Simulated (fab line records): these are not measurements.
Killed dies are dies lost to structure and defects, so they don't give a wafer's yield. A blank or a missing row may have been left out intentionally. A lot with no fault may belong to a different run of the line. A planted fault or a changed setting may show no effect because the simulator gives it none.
Struck lot and sound lot, side by side + flow sky130 + 43 out of 708 route steps
Sound: these wafers, L523.2, L523.3, L523.4. Struck: wafer L514.1 (L514.2, L514.3, from the same lot, were not struck and are left out); the cause is given at the end.
For every step that has rows: the tool of each side, followed by ch and its chambers, followed by its first start. Under that, the readings that differ: sound wafers + struck wafers + difference of the means + sigmas: that difference in standard deviations of wafers without a fault.
alike: same words and numbers on both sides, and readings whose means sit less than 2 such deviations apart. not compared: any withheld reading, any reading some wafer has no value for, any bound like >300 that may hide the same value, and any number with overlapping values for which the record gives no deviation.
A row with sigmas, a row that says differs or no value, or rows on one side alone: a step with any of these is where the two part. Numbers that don't overlap but have no deviation are shown without sigmas and don't part them. Lack of a reading on every wafer of one side parts them only where that side has two or more wafers.

SKY_VIA4_THK_MEAS_01:
  sound on film_metro-02 at day 46 20:59; struck on film_metro-04 at day 44 19:07
  alike: VIA4_HDPCVD_THK
SKY_VIA4_CMP_02: polishes SiO2.
  sound on cmp-02 ch 0,1,2, day 46 21:26; struck on cmp-01 ch 3, day 44 19:11
| reading                 | sound             | struck | difference | sigmas |
|-------------------------|-------------------|--------|------------|--------|
| head_pressure_psi (psi) | 3.989 3.993 3.993 | 4.009  | +0.017     | +2     |
  alike: edge_zone_pressure_frac, motor_current_A
SKY_VIA4_BOW_MEAS_03:
  sound on film_metro-01 at day 46 21:45; struck on film_metro-04 at day 44 19:29
| reading       | sound    | struck | difference | sigmas |
|---------------|----------|--------|------------|--------|
| VIA4_BOW (um) | 93 88 90 | 64     | -26        | -3     |
then, 7 steps without rows for these wafers: SKY_VIA4_DEHYDRATE_04 (time 60 s); SKY_VIA4_HMDS_05 (prime time 60 s); SKY_VIA4_COAT_06 (resist thk 1140 nm); SKY_VIA4_SOFTBAKE_07 (time 60 s); SKY_VIA4_EXPOSE_08 (exposes mask VIM4, target cd 800 nm); SKY_VIA4_PEB_09; SKY_VIA4_DEVELOP_10 (develop time 60 s).
SKY_VIA4_OVL_MEAS_11:
  sound on overlay-01 at day 47 17:46; struck on overlay-02 at day 45 17:57
  alike: VIA4_OVL
SKY_VIA4_ETCH_12: etches SiO2 in C4F8/O2/Ar, stops on TiN, target depth 580 nm.
  sound on rie_diel-01 ch 0,1,3, day 47 17:48; struck on rie_diel-01 ch 3, day 45 17:59
  alike: oes_product_au, rf_fwd_power_W
SKY_VIA4_STRIP_13: strips in O2/N2.
  sound on plasma_asher-01 ch 0,1, day 47 17:53; struck on plasma_asher-04 ch 1, day 45 18:04
  alike: drypump_motor_current_A, n2_flow_sccm, oes_product_au, strip_time_to_endpoint_s
  not compared: rf_hours_counter_h
then, 3 steps without rows for these wafers: SKY_VIA4_STRIP_14 (strips in post etch residue remover, time 1200 s); SKY_VIA4_CLEAN_15 (cleans in IPA, time 180 s); SKY_VIA4_CLEAN_16 (cleans in O3/DIW).
SKY_VIA4_SPUTTER_17: material TiN, target thk 20 nm, time 80 s.
  sound on pvd_sputter-01 at day 47 18:28; struck on pvd_sputter-01 at day 45 18:39
  alike: chamber_pressure_pa, throttle_valve_pct
SKY_VIA4_CVD_18: deposits W, target thk 505 nm, time 152.14 s.
  sound on cvd_w-02 ch 0,1, day 47 18:32; struck on cvd_w-02 ch 0, day 45 18:43
  alike: heater_power_w
SKY_VIA4_RS_MEAS_19: uses a four-point probe to measure.
  sound on film_metro-02 at day 47 18:42; struck on film_metro-02 at day 45 18:52
  alike: VIA4_W_RS
SKY_VIA4_THK_MEAS_20: measures by xrf.
  sound on film_metro-02 at day 47 18:49; struck on film_metro-02 at day 45 18:59
  alike: VIA4_W_THK
then, 6 steps without rows for these wafers: SKY_VIA4_CMP_21 (polishes, stops on SiO2, t overpolish 25 s, target thk 0 nm); SKY_METAL5_SPUTTER_00 (material Ti, target thk 15 nm, time 10 s); SKY_METAL5_SPUTTER_01 (material TiN, target thk 20 nm, time 16.7 s); SKY_METAL5_SPUTTER_02 (material AlCu, target thk 1150 nm, time 61.2 s); SKY_METAL5_SPUTTER_03 (material Ti, target thk 5 nm, time 3.3 s); SKY_METAL5_SPUTTER_04 (material TiN, target thk 70 nm, time 58.3 s).
SKY_METAL5_RS_MEAS_05: uses a four-point probe to measure.
  sound on film_metro-04 at day 47 19:32; struck on film_metro-01 at day 45 19:32
  alike: METAL5_ALCU_RS
SKY_METAL5_THK_MEAS_06: measures by xrf.
  sound on film_metro-04 at day 47 19:38; struck on film_metro-01 at day 45 19:40
  alike: METAL5_ALCU_THK
then, 13 steps without rows for these wafers: SKY_METAL5_DEHYDRATE_07 (time 60 s); SKY_METAL5_HMDS_08 (prime time 60 s); SKY_METAL5_COAT_09 (resist thk 1800 nm); SKY_METAL5_SOFTBAKE_10 (time 60 s); SKY_METAL5_EXPOSE_11 (exposes mask MM5, target cd 1600 nm); SKY_METAL5_PEB_12; SKY_METAL5_DEVELOP_13 (develop time 60 s); SKY_METAL5_DESCUM_14 (chemistry O2, time 11 s); SKY_METAL5_METAL_ETCH_15 (etches the open film in Cl2/BCl3, stops on SiO2, target depth 1260 nm, time 252 s); SKY_METAL5_STRIP_16 (strips in O2/N2); SKY_METAL5_STRIP_17 (strips in post etch residue remover, time 1200 s); SKY_METAL5_CLEAN_18 (cleans in IPA, time 180 s); SKY_METAL5_CLEAN_19 (cleans in O3/DIW).
SKY_PASSIVATION_CVD_00: deposits SiO2, target thk 90 nm.
  sound on pecvd-01 ch 0,1,2, day 48 15:12; struck on pecvd-03 ch 0, day 46 18:22
  alike: heater_power_w, rf_fwd_power_W
SKY_PAD_OPEN_PROBE_99:
  sound on prober-01 at day 50 06:20; struck on prober-02 at day 48 11:47
| reading                               | sound              | struck | difference | sigmas |
|---------------------------------------|--------------------|--------|------------|--------|
| defect_limited_yield (%)              | 81.3 81.5 85.2     | 75.0   | -7.7       | -4     |
| killed_at_M4_up                       | 4 7 4              | 50     | +45        | +26    |
| killed_dies                           | 92 91 73           | 123    | +38        | +4     |
| killed_on_rim                         | 20 15 10           | 31     | +16        | +4     |
| model.etest.tester.sort_n_pass        | 400 401 419        | 369    | -38        |        |
| model.etest.tester.sort_yield_pct (%) | 81.3 81.5 85.16    | 75     | -8         |        |
| model.etest.tester.sort_bin_5_pct (%) | 10.98 9.35 8.13    | 15.04  | +5.55      |        |
| model.etest.tester.sort_bin_3_pct (%) | 1.016 1.423 0.4065 | 3.659  | +2.710     |        |
  alike: killed_at_M0_to_M3, killed_at_contacts, killed_at_front_end, killed_at_other, killed_open, killed_short

== WHERE THEY PART ==
First at SKY_VIA4_CMP_02; last, within this record, at SKY_PAD_OPEN_PROBE_99.

WHY: the cause the simulator had injected
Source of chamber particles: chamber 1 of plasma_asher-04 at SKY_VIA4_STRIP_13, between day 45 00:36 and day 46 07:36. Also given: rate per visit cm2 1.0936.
